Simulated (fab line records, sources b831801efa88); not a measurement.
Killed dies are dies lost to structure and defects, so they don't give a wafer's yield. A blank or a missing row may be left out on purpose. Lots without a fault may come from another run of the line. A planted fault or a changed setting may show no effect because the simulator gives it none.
A struck lot beside a sound one | flow sky130 | 17 steps out of a route of 708
Sound: wafers L160.3, L160.5, L160.6. Struck: wafers L158.1, L158.2, L158.6. The cause comes at the end.
At each step with rows: each side's tool, then ch and its chambers, then its first start. Under that, the readings that differ: sound wafers | struck wafers | difference of the means | sigmas: that difference in standard deviations of wafers without a fault.
alike: readings whose means differ by less than 2 such deviations, and words and numbers that are the same on both sides. not compared: withheld readings, readings that some wafer has no value for, bounds like >300 that may hide the same value, and numbers for which the record gives no deviation and whose values overlap.
The two part at a step that has a row with sigmas, a row that says differs or no value, or rows on one side only. Numbers that don't overlap but have no deviation are shown without sigmas and don't part them. A reading that every wafer of one side lacks parts them only if that side has two wafers or more.

SKY_LOCAL_INTERCONNECT_RS_MEAS_01: measures by four-point-probe.
  sound on film_metro-03, day 36 05:49; struck on film_metro-03, day 35 22:10
  alike: LOCAL_INTERCONNECT_TIN_RS
SKY_LOCAL_INTERCONNECT_THK_MEAS_02: measures by xrf.
  sound on film_metro-03, day 36 05:55; struck on film_metro-03, day 35 22:17
  alike: LOCAL_INTERCONNECT_TIN_THK
then, 8 steps without rows for these wafers: SKY_LOCAL_INTERCONNECT_DEHYDRATE_03 (time 60 s); SKY_LOCAL_INTERCONNECT_HMDS_04 (prime time 60 s); SKY_LOCAL_INTERCONNECT_COAT_05 (resist thk 60 nm); SKY_LOCAL_INTERCONNECT_COAT_06 (resist thk 450 nm); SKY_LOCAL_INTERCONNECT_SOFTBAKE_07 (time 90 s); SKY_LOCAL_INTERCONNECT_EXPOSE_08 (exposes mask LI1M, target cd 170 nm); SKY_LOCAL_INTERCONNECT_PEB_09; SKY_LOCAL_INTERCONNECT_DEVELOP_10 (develop time 60 s).
SKY_LOCAL_INTERCONNECT_CD_MEAS_11: target cd 170 nm.
  sound on cd_sem-02, day 37 08:32; struck on cd_sem-01, day 37 01:06
  alike: cd_nm
SKY_LOCAL_INTERCONNECT_OVL_MEAS_12:
  sound on overlay-01, day 37 08:38; struck on overlay-02, day 37 01:13
  alike: LOCAL_INTERCONNECT_OVL
SKY_LOCAL_INTERCONNECT_ETCH_13: etches BARC in N2/H2, stops on SiO2, time 45.9 s, target depth 60 nm.
  sound on rie_metal-04 ch 0,1, day 37 08:41; struck on rie_metal-01 ch 1, day 37 01:15
  reading                                                   | sound             | struck            | difference | sigmas
  oes_product_au (a.u.)                                     | 0.859 0.852 0.849 | 0.805 0.802 0.809 | -0.048     | -10
  run_length_s (s)                                          | 73.9 73.1 73.8    | 78.1 78.4 78.5    | +4.7       | +7
  model.KrF-thick_of_LOCAL_INTERCONNECT_COAT_06.thk_nm (nm) | 396 394.9 395.5   | 389.5 389 390.1   | -5.9       |
  model.SiO2_of_SONOS_ONO_CVD_04.thk_nm (nm)                | 4.301 4.257 4.272 | 4.082 3.99 4.008  | -0.250     |
  alike: bias_w, drypump_motor_current_A, throttle_valve_pct
  not compared: rf_hours_counter_h
SKY_LOCAL_INTERCONNECT_METAL_ETCH_14: etches TiN in Cl2/BCl3, stops on PSG, target depth 110 nm, time 31.4 s.
  sound on rie_metal-04 ch 0,1, day 37 08:44; struck on rie_metal-01 ch 1, day 37 01:23
  reading                                                   | sound           | struck            | difference | sigmas
  model.KrF-thick_of_LOCAL_INTERCONNECT_COAT_06.thk_nm (nm) | 352 350.7 351.7 | 345.2 344.4 345.9 | -6.3       |
  alike: bias_w, drypump_motor_current_A, oes_product_au, run_length_s, throttle_valve_pct
  not compared: rf_hours_counter_h
SKY_LOCAL_INTERCONNECT_STRIP_15: strips in O2/N2.
  sound on plasma_asher-02 ch 0,1, day 37 08:48; struck on plasma_asher-02 ch 0,1, day 37 01:29
  reading                      | sound             | struck            | difference | sigmas
  strip_time_to_endpoint_s (s) | 4.771 4.752 4.750 | 4.686 4.669 4.699 | -0.073     | -4
  alike: drypump_motor_current_A, oes_product_au
  not compared: rf_hours_counter_h
then, 2 steps without rows for these wafers: SKY_LOCAL_INTERCONNECT_STRIP_16 (strips in post etch residue remover, time 1200 s); SKY_PAD_OPEN_PROBE_99.

WHERE THEY PART
First at SKY_LOCAL_INTERCONNECT_ETCH_13; last, within this record, at SKY_LOCAL_INTERCONNECT_STRIP_15.

WHY: what the simulator had put in
Process parameter drift: rie_metal-01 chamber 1, from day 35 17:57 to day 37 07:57, at SKY_LOCAL_INTERCONNECT_ETCH_13. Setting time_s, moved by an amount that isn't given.
